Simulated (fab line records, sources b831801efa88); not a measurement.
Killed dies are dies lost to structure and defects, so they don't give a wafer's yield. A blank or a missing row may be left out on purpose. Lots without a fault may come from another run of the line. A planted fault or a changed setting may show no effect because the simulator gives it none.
One fault seen from 2 desks | flow sky130 | each desk has only its own numbers; what lay behind them comes last

THE TOOL OWNER'S DESK: rie_si-01
The tool's own readings at SKY_FIELD_ISO_ETCH_17 (etches Si in HBr/Cl2/O2, target depth 342 nm, time 97.7 s): means of the sampled wafers that have a number, for each lot that ran on this tool. A lot is out of limits, marked OUT, if its mean lies more than 4 standard deviations from the usual mean; the brackets give that distance.
Columns: A = bias_w at SKY_FIELD_ISO_ETCH_17, usual 150.0 W; B = drypump_motor_current_A at SKY_FIELD_ISO_ETCH_17, usual 5.8 A; C = he_backside_leak_sccm at SKY_FIELD_ISO_ETCH_17, usual 2.8 sccm; D = oes_product_au at SKY_FIELD_ISO_ETCH_17, usual 0.998 a.u.; E = throttle_valve_pct at SKY_FIELD_ISO_ETCH_17, usual 25.657 %
lot  | first seen here | A     | B   | C   | D                | E
L382 | day 2 19:13     | 150.2 | 5.6 | 2.7 | 0.998            | 25.662
L387 | day 3 18:14     | 150.4 | 6.2 | 3.0 | 0.940 (-5.8) OUT | 25.698 (+4.1) OUT
L389 | day 4 03:32     | 149.6 | 5.5 | 2.7 | 0.940 (-5.8) OUT | 25.703 (+4.5) OUT
L390 | day 4 10:07     | 149.8 | 6.2 | 3.0 | 0.947 (-5.1) OUT | 25.688
L401 | day 6 18:30     | 150.0 | 5.9 | 2.8 | 0.993            | 25.659
This desk's finding: out of limits on L387, L389, L390; first on L387, day 3 18:14 (oes_product_au at SKY_FIELD_ISO_ETCH_17). In limits: L382, L401.

THE METROLOGY DESK
What the gauges read, lot by lot, whatever tool the lot ran on: means of the sampled wafers that have a number. A lot is out of limits, marked OUT, if its mean lies more than 4 standard deviations from the usual mean; the brackets give that distance.
Columns: A = cd_nm at SKY_FIELD_ISO_CD_MEAS_13, usual 149.6 nm; B = FIELD_ISO_OXIDATION_01_THK at SKY_FIELD_ISO_THK_MEAS_23, usual 9.97 nm; C = FIELD_ISO_CVD_24_THK at SKY_FIELD_ISO_THK_MEAS_25, usual 596 nm
lot  | first seen here | A     | B     | C
L382 | day 2 18:55     | 150.0 | 9.87  | 596
L387 | day 3 17:55     | 148.3 | 9.87  | 610
L389 | day 4 03:13     | 152.1 | 9.76  | 598
L390 | day 4 09:47     | 149.9 | 9.87  | 597
L398 | day 6 05:04     | 151.7 | 9.73  | 597
L401 | day 6 18:12     | 149.3 | 9.94  | 589
L403 | day 7 03:53     | 151.3 | 10.03 | 590
This desk's finding: nothing out of limits on any of the 7 lots.

PUT TOGETHER
The tool owner's desk could have raised an alarm at day 3 18:14, on L387, L389, L390.
The metrology desk saw nothing out of limits.
The metrology desk has L387, L389, L390 on record, within its limits.
Of the lots named, all ran SKY_FIELD_ISO_ETCH_17 on rie_si-01.

WHAT THE SIMULATOR HAD PUT IN
Process parameter drift: rie_si-01, from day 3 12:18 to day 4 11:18, at SKY_FIELD_ISO_ETCH_17. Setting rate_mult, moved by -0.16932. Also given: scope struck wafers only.
Lots struck among those shown: L387, L389, L390.
Hours from the fault's start to each desk's first reading out of limits: the tool owner's desk, 6.
